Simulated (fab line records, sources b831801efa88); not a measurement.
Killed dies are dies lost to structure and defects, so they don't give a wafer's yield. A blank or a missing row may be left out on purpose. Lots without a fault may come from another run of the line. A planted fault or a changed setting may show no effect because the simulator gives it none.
Which tool did it? | flow sky130 | 6 lots, 18 wafers sampled, at 2 steps of a route of 708

WHAT THE GAUGES READ, wafer by wafer
SKY_VT_ADJUST_NCORE_TW_MEAS_11.
lot  | measured     | on            | VT_ADJUST_NCORE_TW
L569 | day 9 12:06  | film_metro-02 | 213.1 214.5 213.9
L571 | day 10 00:11 | film_metro-03 | 219.7 219.2 219.1
L574 | day 10 14:49 | film_metro-04 | 219.8 220.6 220.4
L581 | day 12 18:50 | film_metro-02 | 170.6 168.5 169.2
L584 | day 13 12:37 | film_metro-02 | 216.4 216.2 214.9
L587 | day 14 10:34 | film_metro-03 | 219.5 219.8 218.6

WHICH TOOL RAN EACH LOT (tool, then ch and the chambers of the sampled wafers, then the start)
lot  | SKY_VT_ADJUST_NCORE_IMPLANT_09
L569 | implanter-03 ch 0, day 9 11:52
L571 | implanter-04 ch 0, day 9 23:57
L574 | implanter-04 ch 0, day 10 14:34
L581 | implanter-01 ch 0, day 12 18:35
L584 | implanter-03 ch 0, day 13 12:22
L587 | implanter-04 ch 0, day 14 10:20
- SKY_VT_ADJUST_NCORE_IMPLANT_09

THE ANSWER, worked out from the rows above alone
Rule: what is usual is taken from the lots themselves. Put in order of their means at a reading, lots are off if they are a third of the lots or fewer, leave a main group of 4 or more, and stand apart from it by a gap of 3 or more times the standard deviation of the main group's means; of several such gaps the widest counts. A main group whose means are all the same, to the digits that the tables above print for the reading, isn't used. A lot without any number at a reading at which 4 lots or more have one is off too. The other lots that the step has rows for count as sound.
Off: L581, at SKY_VT_ADJUST_NCORE_TW_MEAS_11 (VT_ADJUST_NCORE_TW). The main group: mean 217.7, standard deviation 2.5.
A tool fits if, at a process step before that reading, it ran every lot that is off, and no sound lot after the first of them. The gauges at SKY_VT_ADJUST_NCORE_TW_MEAS_11 are tried like those tools. One fits: implanter-01 at SKY_VT_ADJUST_NCORE_IMPLANT_09. It ran no sound lot before its first lot that is off in this sample, so the start can't be narrowed down.

WHAT THE SIMULATOR HAD PUT IN
Process parameter drift: implanter-01, from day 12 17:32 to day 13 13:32, at SKY_VT_ADJUST_NCORE_IMPLANT_09. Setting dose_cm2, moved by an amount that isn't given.
Lots struck among those shown: L581. The rule above found the same.
